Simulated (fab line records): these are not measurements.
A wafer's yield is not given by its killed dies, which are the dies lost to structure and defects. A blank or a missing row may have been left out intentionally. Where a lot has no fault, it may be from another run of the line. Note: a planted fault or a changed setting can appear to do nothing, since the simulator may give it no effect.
Chamber matching | flow sky130 | SKY_VIA2_CMP_02 on cmp-02: 4 sister chambers
The step polishes SiO2. 22 wafers are shown with their chamber, then 11 later ones without.

WAFERS PAIRED WITH THEIR CHAMBERS
wafer  | chamber | motor current A (A)
L077.1 | 0       | 10.8
L077.3 | 2       | 9.9
L077.6 | 1       | 12.1
L078.2 | 3       | 11.1
L078.3 | 1       | 12.6
L078.4 | 2       | 10.0
L079.2 | 2       | 10.0
L079.4 | 0       | 10.9
L079.5 | 0       | 10.7
L080.2 | 1       | 11.9
L080.3 | 2       | 9.9
L080.4 | 0       | 11.1
L083.2 | 3       | 10.8
L083.3 | 1       | 11.7
L083.5 | 0       | 10.7
L084.3 | 1       | 11.9
L084.5 | 2       | 10.1
L084.6 | 1       | 12.0
L087.2 | 3       | 11.4
L087.3 | 0       | 10.4
L087.5 | 1       | 11.7
L086.1 | 3       | 11.0

SIGNATURES (averages over the wafers above)
reading         | chamber 0 | chamber 1 | chamber 2 | chamber 3 | scatter within a chamber
motor current A | 10.767    | 11.986    | 9.980     | 11.075    | 0.242
Rule: for a wafer and a chamber, the distance is found by dividing, reading by reading, the gap between the wafer's reading and the chamber's mean by the reading's scatter, squaring, summing and taking the root. The wafer belongs to the nearest chamber; if the next one is less than 2 further off, it can't be placed. The scatter: the root of (the sum of the squares of (reading less its chamber's mean) over the shown wafers, divided by (wafers less chambers)).

WAFERS WITHOUT THEIR CHAMBER
wafer  | motor current A (A)
L086.2 | 9.9
L086.6 | 9.7
L088.2 | 12.3
L088.4 | 10.6
L088.6 | 10.6
L090.1 | 10.6
L090.3 | 11.4
L090.5 | 10.6
L095.1 | 11.1
L095.2 | 10.2
L095.4 | 12.0

CHAMBER TAKEN BY EACH
wafer  | from the rows above          | in truth
L086.2 | 2                            | 2
L086.6 | 2                            | 2
L088.2 | 1                            | 1
L088.4 | can't be placed: 0 or 3 or 2 | 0
L088.6 | can't be placed: 0 or 3 or 2 | 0
L090.1 | can't be placed: 0 or 3 or 2 | 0
L090.3 | can't be placed: 3 or 1 or 0 | 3
L090.5 | can't be placed: 0 or 3 or 2 | 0
L095.1 | can't be placed: 3 or 0      | 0
L095.2 | can't be placed: 2 or 0      | 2
L095.4 | 1                            | 1
Correctly placed: 4 of 11. Cannot be placed on the basis of these rows: 7; the candidates contain the true chamber in 7. 0 placed wrongly.
